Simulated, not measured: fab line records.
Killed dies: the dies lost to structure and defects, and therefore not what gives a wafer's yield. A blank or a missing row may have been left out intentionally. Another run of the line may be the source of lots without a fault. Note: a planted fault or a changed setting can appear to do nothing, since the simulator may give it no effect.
Split-lot trial -- flow gf180mcu -- route with 602 steps; 5 lots, 23 wafers read

== ON THE SPLIT ==
At GF_V4_COAT_09 (resist thk 1000 nm), the setting resistThkNm was moved away from the recipe's 1000 nm on 7 of the 23 wafers read, by -3.5% to +5.4%. The other wafers ran this setting at the recipe's value.

== FROM THE SPLIT TO THE READING: what the file shows between them, 4 steps ==
- GF_V4_SOFTBAKE_10: time 60 s
- GF_V4_EXPOSE_11: exposes mask Via4, target cd 260 nm
- GF_V4_ETCH_16: etches BARC in N2/H2
- GF_V4_ETCH_17: etches SiO2 in C4F8/O2/Ar, stops on TiN, target depth 630 nm

== THE READING ==
oesProductAu, in a.u., at GF_V4_STRIP_18 (strips in O2/N2). A value of 0.592 a.u. with a standard deviation of 0.0048 a.u. is what fault-free wafers of this fab line usually give.

wafer,"tool, chamber at the split","resistThkNm as run, nm",against the recipe,"oesProductAu, a.u.",against lot-mates on the recipe
L076.1,"lithoTrack-01, 0",1000,recipe,0.586,-
L076.4,"lithoTrack-01, 0",1000,recipe,0.588,-
L076.5,"lithoTrack-01, 0",1000,recipe,0.585,-
L077.1,"lithoTrack-01, 0",1054,+5.4%,0.616,+0.022
L077.2,"lithoTrack-01, 0",1054,+5.4%,0.617,+0.023
L077.3,"lithoTrack-01, 0",1000,recipe,0.597,-
L077.5,"lithoTrack-01, 0",1000,recipe,0.586,-
L077.6,"lithoTrack-01, 0",1000,recipe,0.600,-
L081.1,"lithoTrack-03, 0",1000,recipe,0.589,-
L081.2,"lithoTrack-03, 0",1000,recipe,0.592,-
L081.4,"lithoTrack-03, 0",1000,recipe,0.596,-
L081.5,"lithoTrack-03, 0",1000,recipe,0.590,-
L081.6,"lithoTrack-03, 0",1000,recipe,0.597,-
L082.1,"lithoTrack-01, 0",965.2,-3.5%,0.576,-0.013
L082.2,"lithoTrack-01, 0",1000,recipe,0.594,-
L082.3,"lithoTrack-01, 0",1000,recipe,0.585,-
L082.4,"lithoTrack-01, 0",965.2,-3.5%,0.580,-0.009
L082.5,"lithoTrack-01, 0",965.2,-3.5%,0.586,-0.003
L083.1,"lithoTrack-03, 0",1046,+4.6%,0.613,+0.020
L083.2,"lithoTrack-03, 0",1046,+4.6%,0.605,+0.012
L083.3,"lithoTrack-03, 0",1000,recipe,0.594,-
L083.4,"lithoTrack-03, 0",1000,recipe,0.594,-
L083.6,"lithoTrack-03, 0",1000,recipe,0.590,-

FIT RESULTS
A straight line over all 23 wafers: oesProductAu changes by +0.00393 a.u. for each +1% of resistThkNm; r = +0.90; the points scatter about the line by 0.0047 a.u.
The same after taking each lot's own level away (the mean of its wafers on the recipe; 23 wafers): +0.00347 a.u. for each +1%; r = +0.91; scatter 0.004 a.u.
The reading moves by 0.019 a.u. for the largest change in resistThkNm, on that fit.
From 0.5863 to 0.5943 a.u.: that is the span of the lots' own levels, equal to 1.7 times the standard deviation above.
Thus the slope moves with the lot-to-lot level: the two fits are different.
Check: with one of the wafers moved furthest among these (+5.4%) left out of the fit, the line predicts +0.0188 a.u. for it against its lot-mates. It came out at +0.0217 a.u. against them.

== THE OTHER SPLITS THESE WAFERS WENT THROUGH ==
Other splits were also applied to these wafers ahead of the reading. Each is held against what the fit with the lots' levels taken away leaves over:
other split on the same wafers,wafers away from the commonest value,r with oesProductAu (lot level and that fit taken away)
GF_M3_SPUTTER_04 powerW,6,+0.07
GF_V3_CMP_04 leaveAboveRefNm,5,+0.20
GF_V3_ETCH_17 sourceW,7,-0.12
GF_M4_SPUTTER_00 powerW,6,-0.23
GF_M4_SPUTTER_03 powerW,6,-0.03
GF_M4_PEB_12 pebTimeS,9,-0.34
GF_V4_CMP_04 leaveAboveRefNm,8,+0.19

== THE WHOLE CHAIN: every reading that the file lists as answering this split, in the file's order ==
step,what it does,reading,change (the file's fit),r (the file's)
GF_V4_COAT_09,resist thk 1000 nm,"KrF_of_V4_COAT_09.thkNm (the simulator's own value, which no gauge read)",+9.57 nm for each +1% of the setting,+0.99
GF_V4_STRIP_18,strips in O2/N2,oesProductAu,+0.00363 a.u. for each +1% of the setting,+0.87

== THE FILE'S OWN FIT ==
oesProductAu changes by +0.00363 a.u. for each +1% of resistThkNm, r = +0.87.
